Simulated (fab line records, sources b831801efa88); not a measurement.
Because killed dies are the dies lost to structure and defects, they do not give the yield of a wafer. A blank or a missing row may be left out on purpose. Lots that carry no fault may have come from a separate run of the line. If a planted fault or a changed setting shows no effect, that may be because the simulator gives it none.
fab line records	flow sky130
[record] lots = 6	wafers = 18	lastDay = 50
route steps=708 shown POLY_GATE@222 PAD_OPEN@708
lots that met no fault: from a run of the same line without faults
startH: start of the lot's first displayed wafer, in hours after the record's first day	waitH: hours since the lot's step before	" the same as in the row above	L1.1+2: several wafers, shown together as one row	- value missing, or start not given	* or withheld: withheld	< > ~ a bound
route shown NAME@n: NAME is a module with steps in the file, n the number in the route of the first one	usual: mean and standard deviation over wafers with no fault	same: alike in all rows	chamber/n: place in a boat	sites: each site's reading	_std_site: how widely they spread, as a standard deviation	_edge_site: inner sites' mean taken away from outer sites' mean	radiusMm: how far each site lies from the wafer's centre	mask NAME#n: copy n	behind: the most recent tool/chamber to have shaped the wafer	hold: cause of the lot's hold/its duration in hours/its outcome	device: the n, p or np transistor that did not switch	end of line: the tests these same wafers got at the end of their route	for a step that has no rows: nothing shown but its recipe	killed: the dies lost at the first sort to structure and to defects; this is not the yield of the wafer	map: shows each die of a wafer: x if killed, . if not, _ if none is there
set.NAME: the setting as run; set.NAME@STEP: as run at that earlier step	model.NAME: the simulator's own value behind a step, which no gauge read
certain route steps with their lots: each step a table, each wafer a row
services: the hour from which a tool's chamber was out of use, counted from the record's first day as startH (under 0 if before that day), plus the number of hours and why
[[steps]]
[step SKY_POLY_GATE_COAT_08]
[recipe] resist = KrF-thick	spinRpm = 3000	resistThkNm = 450
[step SKY_POLY_GATE_SOFTBAKE_09]
[recipe] tempC = 100	timeS = 90	resist = KrF-thick
[step SKY_POLY_GATE_EXPOSE_10]
[recipe] maskId = P1M	na = 0.68	sourceShape = conventional	sigmaOuter = 0.6	targetCdNm = 150	doseMj = 28
[step SKY_POLY_GATE_PEB_11]
[recipe] pebTempC = withheld	pebTimeS = withheld	resist = KrF-thick
[step SKY_POLY_GATE_DEVELOP_12]
[recipe] developTimeS = 60	resist = KrF-thick	devTempC = 21
[step SKY_POLY_GATE_CD_MEAS_13]
[recipe] targetCdNm = 150
[usual] cdNm = 149.8/1.3
lot.wafer	tool	chamber	startH	waitH	cdNm
L403.1	cdSem-02	-	352.97	-	149.5
L403.5	"	-	"	"	150.2
L403.6	"	-	"	"	149.1
L406.3	cdSem-01	-	394.96	-	150.4
L406.5	"	-	"	"	149.9
L406.6	"	-	"	"	150.6
L407.1	cdSem-01	-	404.77	-	149.2
L407.4	"	-	"	"	150.3
L407.6	"	-	"	"	149.8
L416.1	cdSem-02	-	483.72	-	150.3
L416.2	"	-	"	"	150.2
L416.5	"	-	"	"	150.5
L423.3	cdSem-02	-	547.10	-	149.3
L423.5	"	-	"	"	149.2
L423.6	"	-	"	"	150.2
L425.1	cdSem-01	-	564.06	-	149.2
L425.2	"	-	"	"	148.8
L425.6	"	-	"	"	149.2
[step SKY_POLY_GATE_OVL_MEAS_14]
[usual] POLY_GATE_OVL = 0/4.2
lot.wafer	tool	chamber	startH	waitH	POLY_GATE_OVL[nm]
L403.1	overlay-02	-	353.09	0.1	0
L403.5	"	-	"	"	-3
L403.6	"	-	"	"	-5
L406.3	overlay-01	-	395.05	0.1	-3
L406.5	"	-	"	"	-5
L406.6	"	-	"	"	-2
L407.1	overlay-01	-	404.89	0.1	2
L407.4	"	-	"	"	5
L407.6	"	-	"	"	5
L416.1	overlay-01	-	483.84	0.1	-3
L416.2	"	-	"	"	0
L416.5	"	-	"	"	-6
L423.3	overlay-01	-	547.20	0.1	6
L423.5	"	-	"	"	1
L423.6	"	-	"	"	1
L425.1	overlay-02	-	564.18	0.1	5
L425.2	"	-	"	"	0
L425.6	"	-	"	"	0
[step SKY_POLY_GATE_ETCH_15]
[recipe] chemistry = N2/H2	target = BARC	ionEnergyEv = 200	sourceW = 500	biasW = 100	pressureMtorr = 30	n2FlowSccm = 100	h2FlowSccm = 200	stopOn = SiO2	timeS = 118.5	targetDepthA = 1100
[usual] drypumpMotorCurrentA = 5.7/0.34	oesProductAu = 0.712/0.0046	throttleValvePct = 13.212/0.0094
lot.wafer	tool	chamber	startH	waitH	drypumpMotorCurrentA	oesProductAu	rfHoursCounterH	throttleValvePct
L403.1	rieDiel-02	1	353.13	0.0	5.0	0.706	91	13.211
L403.5	"	0	"	"	5.5	0.720	-	13.197
L403.6	"	1	"	"	5.0	0.716	-	13.227
L406.3	rieDiel-03	2	395.07	0.0	5.7	0.715	74	13.216
L406.5	"	2	"	"	5.7	0.715	-	13.187
L406.6	"	1	"	"	6.0	0.710	-	13.221
L407.1	rieDiel-02	0	404.93	0.0	5.5	0.712	109	13.200
L407.4	"	1	"	"	5.1	0.710	93	13.222
L407.6	"	3	"	"	6.2	0.710	-	13.202
L416.1	rieDiel-01	3	483.88	0.0	6.1	0.713	0	13.214
L416.2	"	2	"	"	5.3	0.711	78	13.219
L416.5	"	0	"	"	5.8	0.713	-	13.203
L423.3	rieDiel-01	0	547.22	0.0	5.8	0.704	26	13.215
L423.5	"	2	"	"	5.4	0.707	-	13.195
L423.6	"	0	"	"	5.8	0.707	-	13.223
L425.1	rieDiel-01	0	564.22	0.0	5.8	0.714	27	13.192
L425.2	"	1	"	"	5.6	0.715	2	13.221
L425.6	"	3	"	"	6.1	0.710	-	13.203
[step SKY_POLY_GATE_ETCH_16]
[recipe] stopOn = poly-Si	chemistry = CH3F/O2	target = Si3N4	sourceW = 400	biasW = 80	pressureMtorr = 25	ch3fFlowSccm = 40	O2_flow_sccm = 30	timeS = 152.6	targetDepthA = 750
[usual] drypumpMotorCurrentA = 5.7/0.34	oesProductAu = 0.639/0.0047	throttleValvePct = 10.536/0.0092
lot.wafer	tool	chamber	startH	waitH	drypumpMotorCurrentA	oesProductAu	rfHoursCounterH	throttleValvePct
L403.1	rieDiel-02	1	353.21	0.0	5.1	0.635	91	10.542
L403.5	"	0	"	"	5.5	0.638	-	10.537
L403.6	"	1	"	"	5.1	0.636	-	10.536
L406.3	rieDiel-03	2	395.15	0.0	5.7	0.644	74	10.543
L406.5	"	2	"	"	5.6	0.638	-	10.525
L406.6	"	1	"	"	5.9	0.640	-	10.543
L407.1	rieDiel-02	0	405.01	0.0	5.5	0.633	109	10.539
L407.4	"	1	"	"	5.1	0.642	93	10.530
L407.6	"	3	"	"	6.2	0.642	-	10.533
L416.1	rieDiel-01	3	483.96	0.0	6.1	0.635	0	10.548
L416.2	"	2	"	"	5.3	0.648	78	10.532
L416.5	"	0	"	"	5.8	0.650	-	10.537
L423.3	rieDiel-01	0	547.30	0.0	5.8	0.634	26	10.523
L423.5	"	2	"	"	5.3	0.642	-	10.541
L423.6	"	0	"	"	5.7	0.642	-	10.555
L425.1	rieDiel-01	0	564.30	0.0	5.8	0.643	27	10.536
L425.2	"	1	"	"	5.6	0.636	2	10.539
L425.6	"	3	"	"	6.0	0.636	-	10.530
[step SKY_POLY_GATE_ETCH_17]
[recipe] targetDepthNm = 180	stopOn = SiO2	overEtchFrac = 0.56667	chemistry = HBr/Cl2	target = poly-Si	icpW = 400	biasW = 100	pressureMtorr = 10	HBr_flow_sccm = 150	Cl2_flow_sccm = 50	timeS = 70.5
[usual] drypumpMotorCurrentA = 5.94/0.23	oesProductAu = 0.982/0.0088	throttleValvePct = 33.684/0.0092
lot.wafer	tool	chamber	startH	waitH	drypumpMotorCurrentA	oesProductAu	rfHoursCounterH	throttleValvePct
L403.1	rieSi-02	1	353.31	0.0	6.08	0.976	16	33.676
L403.5	"	0	"	"	5.98	0.985	-	33.687
L403.6	"	3	"	"	5.90	0.974	-	33.695
L406.3	rieSi-02	2	395.25	0.0	6.16	0.989	1	33.673
L406.5	"	0	"	"	6.01	0.992	-	33.677
L406.6	"	1	"	"	6.13	0.978	-	33.694
L407.1	rieSi-01	0	405.11	0.0	5.37	0.988	0	33.681
L407.4	"	2	"	"	6.04	0.983	65	33.680
L407.6	"	2	"	"	6.01	0.976	-	33.677
L416.1	rieSi-02	1	484.06	0.0	6.11	0.971	18	33.685
L416.2	"	0	"	"	6.05	0.979	3	33.687
L416.5	"	2	"	"	6.19	0.974	-	33.689
L423.3	rieSi-01	0	547.40	0.0	5.40	0.980	1	33.688
L423.5	"	2	"	"	6.02	0.992	-	33.683
L423.6	"	3	"	"	5.70	0.973	-	33.684
L425.1	rieSi-01	1	564.40	0.0	6.00	0.987	0	33.675
L425.2	"	2	"	"	6.07	0.996	0	33.678
L425.6	"	2	"	"	6.05	1.007	-	33.678
[step SKY_POLY_GATE_STRIP_18]
[recipe] chemistry = O2/N2	powerW = 1400	pressureMtorr = 1500	platenTempC = withheld	o2FlowSccm = 3000	n2FlowSccm = 300	overashFraction = 0.5
[usual] drypumpMotorCurrentA = 6.0/0.38	oesProductAu = 0.358/0.005	stripTimeToEndpointS = 3.13/0.051
lot.wafer	tool	chamber	startH	waitH	drypumpMotorCurrentA	oesProductAu	rfHoursCounterH	stripTimeToEndpointS
L403.1	plasmaAsher-02	0	353.36	0.0	5.8	0.353	62	3.08
L403.5	"	0	"	"	5.9	0.350	-	3.12
L403.6	"	1	"	"	5.2	0.349	-	3.04
L406.3	plasmaAsher-04	0	395.34	0.1	5.7	0.357	-	3.03
L406.5	"	0	"	"	5.8	0.353	-	3.04
L406.6	"	1	"	"	6.4	0.359	-	3.23
L407.1	plasmaAsher-03	0	405.16	0.0	6.2	0.364	72	3.13
L407.4	"	0	"	"	6.2	0.356	-	3.04
L407.6	"	0	"	"	6.2	0.359	-	3.11
L416.1	plasmaAsher-02	1	484.11	0.0	5.1	0.361	7	3.15
L416.2	"	0	"	"	5.8	0.353	7	3.07
L416.5	"	1	"	"	5.1	0.365	-	3.15
L423.3	plasmaAsher-04	0	547.49	0.1	5.7	0.362	-	3.13
L423.5	"	0	"	"	5.8	0.348	-	3.03
L423.6	"	1	"	"	6.4	0.358	-	3.18
L425.1	plasmaAsher-03	1	564.46	0.0	6.2	0.356	92	3.17
L425.2	"	0	"	"	6.2	0.361	92	3.11
L425.6	"	1	"	"	6.2	0.345	-	3.06
[step SKY_POLY_GATE_CLEAN_19]
[recipe] chemistry = SC1/SC2	mix = 1:4:20	tempC = 70	timeS = 150	dry = n2Spin
[step SKY_POLY_GATE_OXIDATION_20]
[recipe] tempC = 850	ambient = O2	stabiliseS = 600	purgeS = 300	targetThkA = 40	oxTimeS = 899
[usual] spikeTcBottomC = 865/3.5	spikeTcCentreC = 849.7/0.97	spikeTcLowerC = 851.2/1	spikeTcTopC = 860.9/1.6	spikeTcUpperC = 850.6/1.1	tubeCenterTempC = 850/0.08	tube_center_temp_C_max = 852.2/0.34	zonePowerBottomPct = 22.1/0.83	zonePowerLowerPct = 15.2/0.32	zonePowerUpperPct = 17.50/0.27
[same] oxTimeS = 899
lot.wafer	tool	chamber	startH	waitH	spikeTcBottomC	spikeTcCentreC	spikeTcLowerC	spikeTcTopC	spikeTcUpperC	tubeCenterTempC	tube_center_temp_C_max	zonePowerBottomPct	zonePowerLowerPct	zonePowerUpperPct	model.SiO2_of_POLY_GATE_OXIDATION_20.thkNm
L403.1	furnace-02	0	355.86	2.3	861	849.4	851.4	860.8	851.1	850.1	851.9	21.5	15.7	17.30	3.956
L403.5	"	0	"	"	864	849.8	850.7	858.3	851.1	850.06	852.1	21.7	15.5	17.11	3.952
L403.6	"	0	"	"	862	849.6	850.7	860.7	849.4	850.02	852.0	21.8	15.5	17.12	3.922
L406.3	furnace-02	0	396.63	1.2	813	801.2	801.8	811.6	800.1	799.49	801.7	18.9	13.2	15.11	1.777
L406.5	"	0	"	"	812	798.1	801.0	811.4	799.8	799.52	801.5	19.2	13.6	15.21	1.812
L406.6	"	0	"	"	813	800.1	800.6	810.8	798.5	799.65	801.9	18.7	13.5	15.31	1.796
L407.1	furnace-02	0	406.20	0.8	814	799.4	800.1	810.3	798.6	799.41	802.2	18.9	13.4	15.26	1.954
L407.4	"	0	"	"	813	798.9	800.9	810.8	798.8	799.57	801.6	18.7	13.3	15.27	1.882
L407.6	"	0	"	"	812	800.3	798.7	811.7	800.7	799.48	801.5	18.8	13.4	15.01	1.864
L416.1	furnace-01	0	484.31	0.0	870	848.9	850.7	864.0	851.7	849.98	852.0	23.7	15.0	18.13	3.949
L416.2	"	0	"	"	868	849.3	850.6	862.9	851.3	850	851.9	23.6	15.1	17.75	3.916
L416.5	"	0	"	"	870	849.1	851.3	864.0	850.8	850.07	851.7	23.7	14.7	17.69	3.993
L423.3	furnace-02	0	547.66	0.0	863	851.6	850.1	859.5	848.6	850.03	852.3	21.4	15.4	17.37	4.14
L423.5	"	0	"	"	865	847.9	853.8	860.7	850.4	849.94	852.3	21.6	15.4	17.29	4.074
L423.6	"	0	"	"	863	850.7	851.2	861.4	851.2	850.05	852.3	22.0	15.5	17.35	4.102
L425.1	furnace-02	0	564.66	0.0	864	849.9	851.6	859.2	850.9	849.94	851.9	21.4	15.6	17.29	3.873
L425.2	"	0	"	"	863	851.7	851.6	859.6	851.4	850.11	851.8	21.7	15.3	17.73	3.903
L425.6	"	0	"	"	863	847.7	850.7	861.2	849.2	850.02	852.4	21.6	15.6	17.20	3.91
[step SKY_POLY_GATE_THK_MEAS_21]
[recipe] reads = SiO2_of_POLY_GATE_OXIDATION_20
[usual] POLY_GATE_OXIDATION_THK = 3.99/0.083
lot.wafer	tool	chamber	startH	waitH	POLY_GATE_OXIDATION_THK[nm]
L403.1	filmMetro-02	-	357.11	0.0	3.97
L403.5	"	-	"	"	3.93
L403.6	"	-	"	"	3.89
L406.3	filmMetro-02	-	397.90	0.0	1.80
L406.5	"	-	"	"	1.81
L406.6	"	-	"	"	1.83
L407.1	filmMetro-04	-	407.45	0.0	1.98
L407.4	"	-	"	"	1.93
L407.6	"	-	"	"	1.86
L416.1	filmMetro-03	-	485.56	0.0	3.96
L416.2	"	-	"	"	3.94
L416.5	"	-	"	"	3.98
L423.3	filmMetro-02	-	548.93	0.0	4.16
L423.5	"	-	"	"	4.06
L423.6	"	-	"	"	4.05
L425.1	filmMetro-03	-	565.91	0.0	3.87
L425.2	"	-	"	"	3.91
L425.6	"	-	"	"	3.91
[step SKY_POLY_GATE_CD_MEAS_22]
[usual] cdNm = 150/3.4
lot.wafer	tool	chamber	startH	waitH	cdNm
L403.1	cdSem-02	-	357.17	0.1	153
L403.5	"	-	"	"	156
L403.6	"	-	"	"	149
L406.3	cdSem-01	-	398.00	0.1	152
L406.5	"	-	"	"	153
L406.6	"	-	"	"	152
L407.1	cdSem-01	-	407.51	0.1	152
L407.4	"	-	"	"	148
L407.6	"	-	"	"	148
L416.1	cdSem-01	-	485.62	0.1	151
L416.2	"	-	"	"	155
L416.5	"	-	"	"	151
L423.3	cdSem-02	-	549.02	0.1	150
L423.5	"	-	"	"	147
L423.6	"	-	"	"	148
L425.1	cdSem-01	-	566.03	0.1	150
L425.2	"	-	"	"	146
L425.6	"	-	"	"	141
[step SKY_PAD_OPEN_PROBE_99]
[usual] killed_at_M0_to_M3 = 43/7	killed_at_M4_up = 3.0/1.9	killedAtContacts = 24/4.6	killedAtFrontEnd = 15/4.1	killedAtOther = 0.3/0.52	killedDies = 84/9.7	killedOpen = 46/6.9	killedShort = 38/6.8
[same] grossDies = 492	killedAtBackSide = 0
lot.wafer	tool	chamber	startH	waitH	killed_at_M0_to_M3	killed_at_M4_up	killedAtContacts	killedAtFrontEnd	killedAtOther	killedDies	killedOpen	killedShort	model.etest.tipP.rsOhmSq	model.etest.tipSonos.rsOhmSq	model.etest.pfet_01v8.rOnOhmUm	model.etest.resPdiff.lineOhmUm	model.etest.resNdiff.lineOhmUm	model.etest.tipN.rsOhmSq	model.etest.resPdiff.rsOhmSq	model.etest.pfet_01v8.driveUaUm
L403.1	prober-01	-	1066.08	0.1	37	1	25	22	0	85	46	39	6853	2777	2955	1390	776.6	443.1	199.8	186.6
L403.5	prober-01	-	1066.28	0.2	44	1	23	12	0	80	41	38	6872	2695	2952	1414	779.7	441.6	199.2	188.2
L403.6	prober-01	-	1066.33	0.2	40	3	29	17	0	89	54	35	6812	2722	2895	1383	767.5	446.1	200.8	192.1
L406.3	prober-02	-	1094.34	0.2	44	1	20	9	0	74	42	32	6727	2458	2817	1270	729.2	416.6	183.5	196.6
L406.5	prober-02	-	1094.44	0.2	28	4	25	15	0	72	32	40	6698	2408	2839	1238	701.6	418.4	181.4	196.7
L406.6	prober-02	-	1094.49	0.2	34	2	19	8	0	63	37	26	6689	2413	2826	1275	728.8	417.6	184.9	197.5
L407.1	prober-01	-	1098.62	0.1	42	3	23	14	0	82	46	36	6697	2387	2832	1300	735.9	412.6	185.8	200
L407.4	prober-01	-	1098.77	0.2	38	6	14	10	0	68	37	31	6672	2393	2792	1292	740.1	416.3	184.7	204.2
L407.6	prober-01	-	1098.87	0.2	31	3	21	8	0	63	30	33	6673	2393	2732	1250	703.5	412.9	181.5	206.3
L416.1	prober-01	-	1150.93	0.1	41	9	26	11	1	88	41	46	6831	2657	2925	1415	797.6	441.1	196.2	192.8
L416.2	prober-01	-	1150.98	0.1	50	5	33	12	0	100	46	54	6869	2650	2936	1372	771.7	440.2	195.9	191.2
L416.5	prober-01	-	1151.13	0.2	46	2	24	17	1	90	44	45	6855	2671	2895	1429	812.5	441	197.1	192.6
L423.3	prober-02	-	1185.27	0.2	31	3	20	14	0	68	37	29	6847	2713	2948	1423	775.9	443.5	200.3	189.7
L423.5	prober-02	-	1185.37	0.2	50	2	20	8	0	80	55	25	6834	2681	2871	1394	755.6	446.4	198.1	195.9
L423.6	prober-02	-	1185.42	0.2	48	2	14	17	0	81	35	43	6850	2698	2901	1422	770.2	444.1	201.2	193.3
L425.1	prober-02	-	1194.58	0.1	43	3	22	20	0	88	44	44	6927	2861	2878	1401	779.1	446.8	197.9	194.1
L425.2	prober-02	-	1194.63	0.1	42	0	27	21	0	90	46	44	6905	2876	2863	1367	753.2	444.1	196.2	196.2
L425.6	prober-02	-	1194.83	0.2	52	1	25	16	1	95	43	52	6924	2844	2738	1350	752	445.9	195.3	206.8
// killed by level:class
L403.1 VIA1:geometricParticle:open=11 CONTACT:geometricParticle:open=9 CONTACT:geometricParticle:short=7 VIA1:geometricParticle:short=7 LI_CONTACT:geometricParticle:open=6 VIA3:geometricParticle:open=6 FIELD_ISO:geometricParticle:short=5 POLY_GATE:geometricParticle:short=4
L403.5 VIA1:geometricParticle:open=16 POLY_GATE:geometricParticle:short=6 LOCAL_INTERCONNECT:geometricParticle:short=6 CONTACT:geometricParticle:open=6 METAL1:geometricParticle:short=6 CONTACT:geometricParticle:short=5 VIA2:geometricParticle:open=5 VIA3:geometricParticle:open=5
L403.6 CONTACT:geometricParticle:open=11 LI_CONTACT:geometricParticle:open=9 VIA1:geometricParticle:open=9 METAL2:geometricParticle:short=7 VIA2:geometricParticle:open=5 LOCAL_INTERCONNECT:geometricParticle:short=5 VIA3:geometricParticle:open=5 POLY_GATE:geometricParticle:open=4
L406.3 VIA2:geometricParticle:open=10 VIA1:geometricParticle:open=10 LI_CONTACT:geometricParticle:open=6 CONTACT:geometricParticle:open=6 VIA1:geometricParticle:short=6 LOCAL_INTERCONNECT:geometricParticle:short=4 METAL2:geometricParticle:short=4 FIELD_ISO:geometricParticle:short=3
L406.5 LI_CONTACT:geometricParticle:open=8 VIA1:geometricParticle:short=8 VIA1:geometricParticle:open=6 LOCAL_INTERCONNECT:geometricParticle:short=5 CONTACT:geometricParticle:open=5 FIELD_ISO:geometricParticle:short=4 LI_CONTACT:geometricParticle:short=4 FIELD_ISO:geometricParticle:open=3
L406.6 VIA1:geometricParticle:open=8 LI_CONTACT:geometricParticle:open=7 CONTACT:geometricParticle:open=6 VIA1:geometricParticle:short=6 LOCAL_INTERCONNECT:geometricParticle:short=4 VIA3:geometricParticle:open=4 METAL2:geometricParticle:short=4 FIELD_ISO:geometricParticle:short=3
L407.1 CONTACT:geometricParticle:open=11 LI_CONTACT:geometricParticle:open=8 METAL2:geometricParticle:short=8 VIA3:geometricParticle:open=8 FIELD_ISO:geometricParticle:short=6 METAL1:geometricParticle:short=6 VIA1:geometricParticle:open=5 POLY_GATE:geometricParticle:open=4
L407.4 CONTACT:geometricParticle:open=7 VIA2:geometricParticle:open=5 METAL1:geometricParticle:short=5 VIA1:geometricParticle:open=5 VIA2:geometricParticle:short=5 VIA3:geometricParticle:open=5 POLY_GATE:geometricParticle:open=4 METAL2:geometricParticle:short=4
L407.6 CONTACT:geometricParticle:short=8 VIA1:geometricParticle:open=7 VIA3:geometricParticle:open=7 CONTACT:geometricParticle:open=6 LOCAL_INTERCONNECT:geometricParticle:short=4 FIELD_ISO:geometricParticle:short=3 POLY_GATE:geometricParticle:short=3 VIA2:geometricParticle:short=3
L416.1 VIA1:geometricParticle:open=11 METAL2:geometricParticle:short=8 METAL4:geometricParticle:short=7 LOCAL_INTERCONNECT:geometricParticle:short=7 CONTACT:geometricParticle:short=7 LI_CONTACT:geometricParticle:open=5 CONTACT:geometricParticle:open=5 VIA3:geometricParticle:open=5
L416.2 METAL2:geometricParticle:short=9 CONTACT:geometricParticle:short=9 VIA2:geometricParticle:open=8 VIA1:geometricParticle:open=8 LI_CONTACT:geometricParticle:open=7 CONTACT:geometricParticle:open=7 VIA3:geometricParticle:open=7 LOCAL_INTERCONNECT:geometricParticle:short=6
L416.5 VIA1:geometricParticle:short=15 LI_CONTACT:geometricParticle:open=10 VIA2:geometricParticle:open=8 VIA1:geometricParticle:open=7 FIELD_ISO:geometricParticle:open=6 METAL2:geometricParticle:short=6 CONTACT:geometricParticle:open=5 POLY_GATE:geometricParticle:short=4
L423.3 LI_CONTACT:geometricParticle:open=6 VIA1:geometricParticle:open=6 LI_CONTACT:geometricParticle:short=5 CONTACT:geometricParticle:open=5 METAL1:geometricParticle:short=5 VIA2:geometricParticle:short=5 FIELD_ISO:geometricParticle:open=4 POLY_GATE:geometricParticle:short=4
L423.5 VIA1:geometricParticle:open=14 VIA2:geometricParticle:open=12 LI_CONTACT:geometricParticle:open=7 METAL2:geometricParticle:short=6 CONTACT:geometricParticle:open=5 METAL2:geometricParticle:open=4 CONTACT:geometricParticle:short=4 VIA2:geometricParticle:short=3
L423.6 VIA1:geometricParticle:open=10 METAL1:geometricParticle:short=7 METAL2:geometricParticle:short=6 CONTACT:geometricParticle:open=5 CONTACT:geometricParticle:short=5 VIA1:geometricParticle:short=5 VIA2:geometricParticle:short=4 VIA3:geometricParticle:short=4
L425.1 VIA1:geometricParticle:open=8 VIA2:geometricParticle:open=7 CONTACT:geometricParticle:open=7 LI_CONTACT:geometricParticle:open=6 CONTACT:geometricParticle:short=6 METAL3:geometricParticle:short=6 METAL1:geometricParticle:short=5 VIA2:geometricParticle:short=5
L425.2 CONTACT:geometricParticle:short=8 VIA3:geometricParticle:open=8 CONTACT:geometricParticle:open=7 VIA2:geometricParticle:open=7 FIELD_ISO:geometricParticle:short=6 LI_CONTACT:geometricParticle:open=6 LOCAL_INTERCONNECT:geometricParticle:short=6 METAL1:geometricParticle:short=6
L425.6 LI_CONTACT:geometricParticle:open=8 VIA2:geometricParticle:open=8 VIA3:geometricParticle:open=8 VIA1:geometricParticle:short=7 METAL1:geometricParticle:short=7 POLY_GATE:geometricParticle:short=6 CONTACT:geometricParticle:open=6 METAL2:geometricParticle:short=6
[[services]]
tool	chamber	startH	hours	kind
rieDiel-02	3	332.59	1.3	repair
furnace-01	-	347.11	3.1	pm
plasmaAsher-03	-	347.84	1.4	repair
rieDiel-01	-	365.83	0.4	repair
rieDiel-02	2	382.81	4.2	repair
rieDiel-01	2	400.52	62.9	repair
rieDiel-01	1	403.69	10.2	repair
plasmaAsher-04	-	405.11	67.0	repair
plasmaAsher-02	-	421.25	9.0	pm
rieDiel-01	1	422.86	21.2	repair
rieDiel-01	-	423.64	0.8	repair
rieSi-02	1	436.71	2.1	repair
rieDiel-02	0	439.47	4.1	repair
furnace-02	-	441.94	3.1	pm
furnace-02	-	445.08	3.8	pm
rieDiel-02	2	455.32	6.1	repair
rieDiel-02	3	458.50	3.1	repair
plasmaAsher-04	-	461.91	2.1	repair
plasmaAsher-02	-	496.16	26.5	repair
rieDiel-03	0	507.79	15.5	repair
plasmaAsher-03	-	527.00	1.8	repair
plasmaAsher-02	-	539.48	14.2	repair
rieDiel-01	3	543.71	7.1	repair
rieDiel-03	-	557.80	2.8	pm
[[key]]
[firstSign] step = SKY_POLY_GATE_OXIDATION_20	reading = tubeCenterTempC	direction = down	sigmas = 99+	usual = *	struck = *
[effect] step = SKY_POLY_GATE_OXIDATION_20	reading = tube_center_temp_C_max	direction = down	sigmas = 99+	usual = *	struck = *
[effect] step = SKY_POLY_GATE_THK_MEAS_21	reading = POLY_GATE_OXIDATION_THK	direction = down	sigmas = 26	usual = 3.99	struck = 1.87
[modelEffect] step = SKY_POLY_GATE_OXIDATION_20	value = SiO2_of_POLY_GATE_OXIDATION_20.thkNm	without = 3.846	struck = 1.847
[modelEffect] step = SKY_PAD_OPEN_PROBE_99	value = etest.tipP.rsOhmSq	without = 6952	struck = 6693
metAt SKY_POLY_GATE_OXIDATION_20
struckWafers L406.3,L406.5,L406.6,L407.1,L407.4,L407.6
testerLeftOut L406,L407
onsetBetween 355.86 396.63
[fault] kind = processParameterDrift	tool = furnace-02	chamber = -	onsetH = 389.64	steps = SKY_POLY_GATE_OXIDATION_20	channel = tempC	offset = *	shape = step	endH = 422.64	actsIn = *	stated = *
// testerLeftOut: of these lots the tester's yield and bins aren't shown, on N5 and GAA mostly nor the transistor test; their killed dies are dies lost to structure and defects alone, not to doping, threshold or leakage, so they don't give the yield
